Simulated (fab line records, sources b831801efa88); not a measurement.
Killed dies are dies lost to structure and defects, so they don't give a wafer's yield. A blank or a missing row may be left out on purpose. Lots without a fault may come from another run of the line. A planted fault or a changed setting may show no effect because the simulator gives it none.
Which tool did it? | flow gf180mcu | 6 lots, 18 wafers sampled, at 3 steps of a route of 602

WHAT THE GAUGES READ, wafer by wafer
GF_SAB_CD_MEAS_09: target cd 420 nm.
lot  | measured     | on        | cd_nm (nm)
L215 | day 15 06:35 | cd_sem-01 | 420.3 419.6 418.2
L218 | day 16 11:32 | cd_sem-02 | 421.4 418.2 421.8
L221 | day 17 15:36 | cd_sem-02 | 418.1 417.8 418.9
L223 | day 18 09:14 | cd_sem-02 | 421.3 420.2 420.5
L232 | day 21 16:46 | cd_sem-02 | 428.6 427.6 428.3 428.6 427.4 428.2
L235 | day 22 13:23 | cd_sem-02 | 421.5 422.0 421.2

WHICH TOOL RAN EACH LOT (tool, then ch and the chambers of the sampled wafers, then the start)
lot  | GF_PSD_RTA_13                    | GF_SAB_COAT_04
L215 | rtp_anneal-02 ch 0, day 14 09:47 | litho_track-02 ch 0, day 14 20:02
L218 | rtp_anneal-02 ch 0, day 15 13:23 | litho_track-01 ch 0, day 16 00:33
L221 | rtp_anneal-02 ch 0, day 16 16:34 | litho_track-03 ch 0, day 17 03:55
L223 | rtp_anneal-01 ch 0, day 17 09:32 | litho_track-01 ch 0, day 17 21:33
L232 | rtp_anneal-01 ch 0, day 20 16:07 | litho_track-02 ch 0, day 21 04:04
L235 | rtp_anneal-01 ch 0, day 21 13:44 | litho_track-03 ch 0, day 22 01:31
- GF_PSD_RTA_13: time 20 s.
- GF_SAB_COAT_04: resist thk 1000 nm.

THE ANSWER, worked out from the rows above alone
Rule: what is usual is taken from the lots themselves. Put in order of their means at a reading, lots are off if they are a third of the lots or fewer, leave a main group of 4 or more, and stand apart from it by a gap of 3 or more times the standard deviation of the main group's means; of several such gaps the widest counts. A main group whose means are all the same, to the digits that the tables above print for the reading, isn't used. A lot without any number at a reading at which 4 lots or more have one is off too. The other lots that the step has rows for count as sound.
Off: L232, at GF_SAB_CD_MEAS_09 (cd_nm). The main group: mean 420.1 nm, standard deviation 1.1.
A tool fits if, at a process step before that reading, it ran every lot that is off, and no sound lot after the first of them. The gauges at GF_SAB_CD_MEAS_09 are tried like those tools. One fits: litho_track-02 at GF_SAB_COAT_04. Its last sound lot is L215 (day 14 20:02), its first lot that is off L232 (day 21 04:04): a fault that began between those two fits.

WHAT THE SIMULATOR HAD PUT IN
Process parameter drift: litho_track-02, from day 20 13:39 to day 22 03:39, at GF_SAB_COAT_04. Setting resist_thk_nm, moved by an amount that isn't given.
Lots struck among those shown: L232. The rule above found the same.
